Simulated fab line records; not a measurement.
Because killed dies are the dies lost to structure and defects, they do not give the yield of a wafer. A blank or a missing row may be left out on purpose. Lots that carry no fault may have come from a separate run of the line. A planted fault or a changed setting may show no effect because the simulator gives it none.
2 desks, one fault    flow sky130    only its own numbers are on each desk; what lay behind them is given at the end

## AT THE TOOL OWNER'S DESK: rie-metal-04
The tool's own readings at SKY_METAL5_METAL_ETCH_15 (etches the open film in Cl2/BCl3, stops on SiO2, target depth 1260 nm, time 252 s): means of the sampled wafers that have a number, for each lot that ran on this tool. A lot is out of limits, marked OUT, if its mean lies more than 4 standard deviations from the usual mean; the brackets give that distance.
Columns: A = bcl3-flow-sccm at SKY_METAL5_METAL_ETCH_15, usual 30.00 sccm; B = drypump-motor-current-A at SKY_METAL5_METAL_ETCH_15, usual 5.9 A; C = mfc-cl2-sccm at SKY_METAL5_METAL_ETCH_15, usual 60.03 sccm; D = oes-product-au at SKY_METAL5_METAL_ETCH_15, usual 0.893 a.u.; E = rf-fwd-power-W at SKY_METAL5_METAL_ETCH_15, usual 897.7 W; F = throttle-valve-pct at SKY_METAL5_METAL_ETCH_15, usual 22.263 %
lot   first seen here  A      B    C      D                 E      F
L169  day 44 18:46     29.90  6.5  59.82  0.892             899.7  22.261
L171  day 44 23:23     29.99  6.2  59.82  0.891             898.2  22.264
L172  day 45 06:29     30.09  6.0  59.93  0.853 (-7.1) OUT  897.0  22.261
L187  day 48 18:29     30.03  6.2  59.82  0.893             898.4  22.266
L188  day 48 22:21     29.92  6.0  60.01  0.889             891.9  22.251
L190  day 49 10:28     29.94  6.0  59.93  0.892             897.7  22.257
This desk finds L172 out of limits, L172 being first, at day 45 06:29 (oes-product-au at SKY_METAL5_METAL_ETCH_15). L169, L171, L187, L188, L190 stayed within limits.

## AT THE METROLOGY DESK
Means of the sampled wafers that have a number, per lot and without regard to the tool the lot ran on: this is what the gauges read. A lot is out of limits, marked OUT, if its mean lies more than 4 standard deviations from the usual mean; the brackets give that distance.
Columns: A = NWELL_OXIDATION_THK at SKY_NWELL_THK_MEAS_02, usual 9.99 nm; B = NWELL_TW at SKY_NWELL_TW_MEAS_15, usual 1817; C = LDD_N_OVL at SKY_LDD_N_OVL_MEAS_07, usual 0.1 nm
lot   first seen here  A      B     C
L169  day 2 18:56      9.81   1818  1.7
L171  day 3 03:22      10.21  1797  -0.4
L172  day 3 09:05      9.83   1802  0.5
L181  day 5 06:40      10.36  1803  0.3
L182  day 5 12:33      9.93   1812  -1.8
L183  day 5 18:14      10.04  1820  -1.2
L184  day 6 01:04      9.83   1818  2.1
L185  day 6 05:17      10.10  1822  -0.4
L187  day 6 13:31      9.80   1831  -0.9
L188  day 6 21:17      10.10  1830  2.0
L190  day 7 07:52      10.12  1835  -0.3
This desk's finding: nothing out of limits on any of the 11 lots.

## BROUGHT TOGETHER
At day 45 06:29, on L172, the tool owner's desk was in a position to raise an alarm.
At the metrology desk, nothing out of limits was observed.
The metrology desk has L172 on record, within its limits.
The lots listed all ran SKY_METAL5_METAL_ETCH_15 on rie-metal-04.

## WHAT THE SIMULATOR HAD INSERTED
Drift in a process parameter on rie-metal-04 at SKY_METAL5_METAL_ETCH_15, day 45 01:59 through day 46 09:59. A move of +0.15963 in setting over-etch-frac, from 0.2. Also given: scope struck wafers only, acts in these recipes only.
Shown lots that were struck: L172.
How many hours passed from the start of the fault until each desk's first out-of-limits reading: the tool owner's desk, 4.
